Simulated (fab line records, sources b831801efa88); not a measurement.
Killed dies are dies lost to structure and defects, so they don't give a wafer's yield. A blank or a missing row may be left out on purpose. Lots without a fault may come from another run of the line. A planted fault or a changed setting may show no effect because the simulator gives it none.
A struck lot beside a sound one | flow sky130 | 16 steps out of a route of 708
Sound: wafers L537.1, L537.3, L537.4. Struck: wafer L539.5. (L539.2, L539.6 of the same lot were not struck and are left out.) The cause comes at the end.
At each step with rows: each side's tool, then ch and its chambers, then its first start. Under that, the readings that differ: sound wafers | struck wafers | difference of the means | sigmas: that difference in standard deviations of wafers without a fault.
alike: readings whose means differ by less than 2 such deviations, and words and numbers that are the same on both sides. not compared: withheld readings, readings that some wafer has no value for, bounds like >300 that may hide the same value, and numbers for which the record gives no deviation and whose values overlap.
The two part at a step that has a row with sigmas, a row that says differs or no value, or rows on one side only. Numbers that don't overlap but have no deviation are shown without sigmas and don't part them. A reading that every wafer of one side lacks parts them only if that side has two wafers or more.

first, 2 steps without rows for these wafers: SKY_VT_ADJUST_LVTN_PEB_16; SKY_VT_ADJUST_LVTN_DEVELOP_17 (develop time 60 s).
SKY_VT_ADJUST_LVTN_OVL_MEAS_18:
  sound on overlay-02, day 9 03:02; struck on overlay-01, day 9 15:23
  alike: VT_ADJUST_LVTN_01_OVL
then, 1 step without rows for these wafers: SKY_VT_ADJUST_LVTN_IMPLANT_19.
SKY_VT_ADJUST_LVTN_STRIP_20: strips in O2/N2.
  sound on plasma_asher-03 ch 0,1, day 9 03:13; struck on plasma_asher-03 ch 1, day 9 15:34
  reading               | sound             | struck | difference | sigmas
  oes_product_au (a.u.) | 0.721 0.725 0.718 | 0.712  | -0.009     | -2
  alike: drypump_motor_current_A, n2_flow_sccm, o2_flow_sccm, strip_time_to_endpoint_s
  not compared: rf_hours_counter_h
SKY_VT_ADJUST_LVTN_TW_MEAS_21:
  sound on film_metro-02, day 9 03:19; struck on film_metro-03, day 9 15:40
  alike: VT_ADJUST_LVTN_2_TW
then, 6 steps without rows for these wafers: SKY_VT_ADJUST_NCORE_DEHYDRATE_00 (time 60 s); SKY_VT_ADJUST_NCORE_HMDS_01 (prime time 60 s); SKY_VT_ADJUST_NCORE_COAT_02 (resist thk 1140 nm); SKY_VT_ADJUST_NCORE_SOFTBAKE_03 (time 60 s); SKY_VT_ADJUST_NCORE_EXPOSE_04 (exposes mask LVTN COMPLEMENT THIN, target cd 380 nm); SKY_VT_ADJUST_NCORE_PEB_05.
SKY_VT_ADJUST_NCORE_DEVELOP_06: develop time 60 s.
  sound on litho_track-04 ch 0, day 10 00:04; struck on litho_track-02 ch 0, day 10 13:21
SKY_VT_ADJUST_NCORE_CD_MEAS_07: target cd 380 nm.
  sound on cd_sem-01, day 10 00:13; struck on cd_sem-02, day 10 13:29
  reading    | sound             | struck | difference | sigmas
  cd_nm (nm) | 376.9 375.6 377.0 | 389.6  | +13.1      | +5
SKY_VT_ADJUST_NCORE_OVL_MEAS_08:
  sound on overlay-01, day 10 00:20; struck on overlay-01, day 10 13:36
  alike: VT_ADJUST_NCORE_OVL
-- the record jumps here: 37 days lie between the struck wafers' starts before and after (it left off in module VT_ADJUST_NCORE and takes up again in module PAD_OPEN, whose first step shown is number 708 of the route) --
SKY_PAD_OPEN_PROBE_99:
  sound on prober-02, day 47 06:37; struck on prober-02, day 47 12:05
  alike: killed_at_M0_to_M3, killed_at_M4_up, killed_at_contacts, killed_at_front_end, killed_at_other, killed_dies, killed_on_rim, killed_open, killed_short

WHERE THEY PART
First at SKY_VT_ADJUST_LVTN_STRIP_20; last, within this record, at SKY_VT_ADJUST_NCORE_CD_MEAS_07. Later steps at which nothing parts them and some readings are alike: SKY_VT_ADJUST_NCORE_OVL_MEAS_08, SKY_PAD_OPEN_PROBE_99.

WHY: what the simulator had put in
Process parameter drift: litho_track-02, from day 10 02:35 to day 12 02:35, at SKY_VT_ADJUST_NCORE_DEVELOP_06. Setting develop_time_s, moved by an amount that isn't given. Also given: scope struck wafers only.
